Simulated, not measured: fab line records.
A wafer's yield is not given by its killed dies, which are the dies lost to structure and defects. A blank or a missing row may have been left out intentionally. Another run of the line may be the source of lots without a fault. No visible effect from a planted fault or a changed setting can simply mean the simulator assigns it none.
Chamber matching | flow gf180mcu | 3 sister chambers for GF_V4_CVD_00 on hdpcvd-02
The step deposits SiO2, target thk 600 nm, time 100 s. 3 wafers are shown with their chamber, then 9 later ones without.

WAFERS WITH THEIR CHAMBER
wafer  | chamber | sih4FlowSccm (sccm)
L101.2 | 0       | 60.25
L101.3 | 1       | 59.99
L101.6 | 2       | 60.08

WAFERS WITH NO CHAMBER GIVEN
wafer  | sih4FlowSccm (sccm)
L102.2 | 60.15
L102.4 | 60.26
L102.5 | 60.05
L103.2 | 60.24
L103.3 | 60.13
L103.6 | 59.99
L104.2 | 60.05
L104.5 | 59.98
L104.6 | 60.14

EACH ONE'S CHAMBER
wafer  | from the rows above     | in truth
L102.2 | can't be placed: 2 or 0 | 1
L102.4 | 0                       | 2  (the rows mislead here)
L102.5 | can't be placed: 2 or 1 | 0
L103.2 | 0                       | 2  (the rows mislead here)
L103.3 | can't be placed: 2 or 0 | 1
L103.6 | 1                       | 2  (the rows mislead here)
L104.2 | can't be placed: 2 or 1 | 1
L104.5 | 1                       | 1
L104.6 | can't be placed: 2 or 0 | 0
Correctly placed: 1 of 9. From these rows, 5 cannot be placed; in 2 the true chamber is one of the candidates. 3 placed wrongly.
How it was worked out, from the rows above alone: a wafer's distance from a chamber is the root of the sum, over the readings, of the square of ((its reading less the chamber's mean) divided by the reading's scatter). If the next closest chamber is less than 2 further off than the closest, the wafer can't be placed; otherwise it belongs to the closest. The mean given for a chamber averages the wafers shown for that chamber. The scatter (one wafer shown for each chamber): square how far every hidden wafer sits from the nearest shown wafer, average those squares and take the square root.
